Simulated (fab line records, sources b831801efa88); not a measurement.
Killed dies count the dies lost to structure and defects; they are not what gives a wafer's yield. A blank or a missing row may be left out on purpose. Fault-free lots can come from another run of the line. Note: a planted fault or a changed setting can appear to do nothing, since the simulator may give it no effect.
Chamber matching    flow sfq line    SFQ_TRILAYER_I3_CMP_CMP_082 on cmp-02 has 4 sister chambers
The step polishes SiO2. 14 wafers are shown with their chamber, then 7 later ones without.

== WAFERS PAIRED WITH THEIR CHAMBERS ==
wafer   chamber  motor current A (A)  time to endpoint s (s)
L283.1  3        9.5                  202
L283.2  2        9.3                  204
L283.3  1        10.9                 206
L284.2  0        9.9                  208
L284.4  1        10.7                 214
L284.6  0        9.9                  218
L285.3  2        10.0                 216
L285.4  1        10.8                 222
L285.6  0        9.6                  225
L288.3  2        9.2                  213
L288.4  1        10.4                 220
L288.6  3        10.1                 212
L291.4  2        9.3                  219
L291.5  2        9.9                  218

SIGNATURES (means of the wafers above)
reading             chamber 0  chamber 1  chamber 2  chamber 3  scatter within a chamber
motor current A     9.800      10.700     9.540      9.800      0.309
time to endpoint s  217.00     215.50     214.00     207.00     7.05
Rule: for each reading, subtract the chamber's mean from the wafer's reading, divide by that reading's scatter and square the result; add these up over the readings and take the root, which gives the wafer's distance from the chamber. If the next closest chamber is less than 2 further off than the closest, the wafer can't be placed; otherwise it belongs to the closest. The scatter: take each reading less its chamber's mean, square it, sum over the shown wafers, divide by the number of wafers less the number of chambers, and take the root.

== WAFERS MISSING THEIR CHAMBER ==
wafer   motor current A (A)  time to endpoint s (s)
L291.6  10.0                 221
L292.1  9.7                  210
L292.3  9.8                  207
L292.6  9.9                  207
L296.2  8.8                  226
L296.4  9.6                  228
L296.5  10.9                 225

== WHICH CHAMBER EACH ONE RAN IN ==
wafer   from the rows above                in truth
L291.6  can't be placed: 0 or 2 or 3 or 1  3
L292.1  can't be placed: 3 or 2 or 0       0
L292.3  can't be placed: 3 or 2 or 0       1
L292.6  can't be placed: 3 or 0 or 2       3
L296.2  can't be placed: 2 or 0 or 3       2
L296.4  can't be placed: 0 or 2 or 3       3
L296.5  1                                  1
1 of 7 placed correctly. Not placeable from these rows: 6 (in 5, the candidates include the true chamber). 0 placed wrongly.
